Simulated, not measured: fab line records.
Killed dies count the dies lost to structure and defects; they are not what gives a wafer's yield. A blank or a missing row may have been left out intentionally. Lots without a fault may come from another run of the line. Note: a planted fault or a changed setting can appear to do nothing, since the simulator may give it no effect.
Problem report in the 8D (eight disciplines) form, filled by code -- flow sfqLine -- the parts of the form that need people (team, actions taken, sign-off) are left out

1. PROBLEM STATEMENT
Mean of rfFwdPowerW at SFQ_TRILAYER_I3_VIA_BARC_OPEN_VIA_ETCH_121: 296.1 W across 3 wafers in 2 lots; on wafers with no fault it is 494.4 W (standard deviation 2.6). Relative to the usual mean, that is a shift of -76 standard deviations.
The step: etches BARC in O2, target depth 125 nm, time 41.7 s.
Seen first at day 48 19:50 on rieDiel-02, wafer L158.1. The record holds 18 wafers of 6 lots with a number at this step. Rule for "out", or "out of limits": more than 4 standard deviations from the usual mean. The rest of the wafers with a number are treated as sound.

2. WHAT IT IS; WHAT IT IS NOT
question,is,is not
which readings at this step,rfFwdPowerW,"drypumpMotorCurrentA, oesProductAu"
which lots,"L158, L161","L146, L147, L167, L168"
which wafers of those lots,"L158.1, L161.3, L161.5","L158.2, L158.5, L161.1"
read on which tools,rieDiel-02,rieDiel-04
when,from day 48 19:50,"up to then (8 sound wafers); but 7 sound wafers of L161, L167, L168 came after"

3. SUSPECTS, AND WHAT RULES EACH OUT
Counting: if a tool at a process step up to the reading ran every lot that is out, it stays a suspect. Sound lots after the first of them don't rule it out here, since some wafers of a struck lot are sound.
- rieDiel-02 at SFQ_TRILAYER_I3_VIA_BARC_OPEN_VIA_ETCH_121 (etches BARC in O2, target depth 125 nm, time 41.7 s): kept. Every lot that is out went through it, the first being L158 (day 48 19:50); the last sound lot it ran before that was L147 (day 44 04:15). Its own readings are out on those wafers: rfFwdPowerW.
- In rieDiel-02 at SFQ_TRILAYER_I3_VIA_BARC_OPEN_VIA_ETCH_121, the wafers that are out were processed in chamber 2 and their sound lot-mates in chambers 1, 3.
Left after counting: rieDiel-02 at SFQ_TRILAYER_I3_VIA_BARC_OPEN_VIA_ETCH_121.

4. THE CAUSE (what the simulator had put in)
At SFQ_TRILAYER_I3_VIA_BARC_OPEN_VIA_ETCH_121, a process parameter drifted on rieDiel-02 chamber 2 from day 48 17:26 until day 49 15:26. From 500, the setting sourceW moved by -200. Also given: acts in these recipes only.
Counting left only this tool.

5. THE EFFECT CHAIN, in route order
One row per reading whose mean, taken over the struck wafers that have a number, lies over 3 standard deviations from the usual. Scope: only readings with a usual standard deviation given in the record; hours: median across lots of the time from each lot's start at the first step in this table that gives one to its start at this step; sigmas: change in usual standard deviations.
hours,step,reading,usual,on struck wafers,change,sigmas
0,SFQ_TRILAYER_I3_VIA_BARC_OPEN_VIA_ETCH_121,rfFwdPowerW,494.4 W,296.1,-198.3,-76
It contains these process steps:
- SFQ_TRILAYER_I3_VIA_BARC_OPEN_VIA_ETCH_121: etches BARC in O2, target depth 125 nm, time 41.7 s.

6. HOW IT WOULD HAVE BEEN CAUGHT EARLIER
First out-of-limits reading in this record: day 48 19:50, which is 2 hours after fault onset at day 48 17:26.
